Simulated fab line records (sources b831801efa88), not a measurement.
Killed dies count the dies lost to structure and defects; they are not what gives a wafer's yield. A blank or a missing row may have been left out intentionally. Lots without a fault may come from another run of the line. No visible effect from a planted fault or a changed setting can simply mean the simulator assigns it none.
A struck lot beside a sound one    flow sky130    18 out of 708 route steps
Sound: wafers L110.1, L110.2, L110.6. Struck: wafer L116.2 (L116.3, L116.6, from the same lot, were not struck and are left out); the cause is given at the end.
Each step with rows lists, per side, the tool, then ch with its chambers, then its first start. Under that, the readings that differ: sound wafers    struck wafers    difference of the means    sigmas: that difference in standard deviations of wafers without a fault.
alike: words and numbers the same on both sides, and readings whose means are apart by under 2 such deviations; not compared: readings that were withheld, readings missing a value for some wafer, numbers with overlapping values and no deviation given by the record, and bounds like >300 which may hide the same value.
Wherever a step has rows on one side only, a row that says differs or no value, or a row with sigmas, the two part there. Numbers that have no deviation but don't overlap get no sigmas and don't part them. Lack of a reading on every wafer of one side parts them only where that side has two or more wafers.

first, 2 steps without rows for these wafers: SKY_CONTACT_PEB_12; SKY_CONTACT_DEVELOP_13 (develop time 60 s).
SKY_CONTACT_CD_MEAS_14: the cd target is 170 nm.
  struck on cd_sem-02, day 36 09:04; sound on cd_sem-01, day 34 19:18
  alike: cd_nm
SKY_CONTACT_OVL_MEAS_15:
  struck on overlay-02, day 36 09:10; sound on overlay-02, day 34 19:25
  alike: CONTACT_OVL
SKY_CONTACT_ETCH_16: etches BARC in N2/H2, stops on SiO2, time 45.9 s, target depth 60 nm.
  sound on rie_diel-01 ch 0,1, day 34 19:27; struck on rie_diel-01 ch 2, day 36 09:12
reading                      sound        struck  difference  sigmas
drypump_motor_current_A (A)  5.1 5.9 5.1  6.5     +1.1        +2
  alike: oes_product_au, throttle_valve_pct
  not compared: rf_hours_counter_h
SKY_CONTACT_ETCH_17: etches SiO2 in C4F8/O2/Ar, stops on Si3N4, target depth 340 nm.
  sound on rie_diel-01 ch 0,1, day 34 19:30; struck on rie_diel-01 ch 2, day 36 09:15
  alike: oes_product_au
SKY_CONTACT_ETCH_18: etches Si3N4 in CHF3/O2, stops on TiN, time 39 s, target depth 75 nm.
  sound on rie_diel-01 ch 0,1; struck on rie_diel-01 ch 2
reading                      sound        struck  difference  sigmas
drypump_motor_current_A (A)  5.0 5.8 5.0  6.5     +1.2        +2
  alike: oes_product_au, throttle_valve_pct
  not compared: rf_hours_counter_h
SKY_CONTACT_STRIP_19: strips in O2/N2.
  sound on plasma_asher-01 ch 0,1, day 34 19:35; struck on plasma_asher-04 ch 1, day 36 09:20
reading                       sound           struck  difference  sigmas
drypump_motor_current_A (A)   6.0 5.3 5.3     6.5     +1.0        +2
strip_time_to_endpoint_s (s)  3.70 3.65 3.70  3.60    -0.08       -3
  alike: oes_product_au
  not compared: rf_hours_counter_h
then, 3 steps without rows for these wafers: SKY_CONTACT_STRIP_20 (strips in post etch residue remover, time 1200 s); SKY_CONTACT_CLEAN_21 (cleans in IPA, time 180 s); SKY_CONTACT_CLEAN_22 (cleans in O3/DIW).
SKY_CONTACT_SPUTTER_23: material TiN, target thk 20 nm, time 80 s.
  struck on pvd_sputter-03, day 36 09:58; sound on pvd_sputter-02, day 34 20:13
  alike: throttle_valve_pct
SKY_CONTACT_CVD_24: deposits W, target thk 340 nm, time 102.12 s.
  sound on cvd_w-02 ch 0,1, day 34 20:17; struck on cvd_w-02 ch 1, day 36 10:01
reading                                sound              struck  difference  sigmas
model.W_of_CONTACT_CVD_24.thk_nm (nm)  341.1 348.2 338.2  407     +64         
  alike: heater_power_w, susceptor_temp_C
SKY_CONTACT_RS_MEAS_25: measurement is done with a four-point probe.
  struck on film_metro-04, day 36 10:26; sound on film_metro-02, day 34 20:24
reading                sound              struck  difference  sigmas
CONTACT_W_RS (ohm/sq)  0.337 0.330 0.340  0.281   -0.055      -13
  not compared: hold
SKY_CONTACT_THK_MEAS_26: measures by xrf.
  struck on film_metro-04, day 36 14:30; sound on film_metro-02, day 34 20:31
reading             sound        struck  difference  sigmas
CONTACT_W_THK (nm)  337 343 335  399     +61         +13
  not compared: hold
SKY_CONTACT_CMP_27: polishes, stops on SiO2, t overpolish 15 s, target thk 0 nm.
  sound on cmp-01 ch 0,2,3, day 34 20:38; struck on cmp-02 ch 3, day 36 16:11
reading                 sound           struck                    difference                    sigmas
hold                    - - -           await_dispo/1.5h/release  no value on the sound wafers  
motor_current_A (A)     10.8 14.0 11.6  9.1                       -3.0                          -2
time_to_endpoint_s (s)  90 81 86        100                       +14                           +4
  alike: retaining_ring_pressure_frac
then, 2 steps without rows for these wafers: SKY_METAL1_SPUTTER_00 (material Ti, target thk 15 nm, time 10 s); SKY_PAD_OPEN_PROBE_99.

WHERE THEY PART
At SKY_CONTACT_ETCH_16 first; at SKY_CONTACT_CMP_27 last (within this record only).

WHY: what the simulator had put in
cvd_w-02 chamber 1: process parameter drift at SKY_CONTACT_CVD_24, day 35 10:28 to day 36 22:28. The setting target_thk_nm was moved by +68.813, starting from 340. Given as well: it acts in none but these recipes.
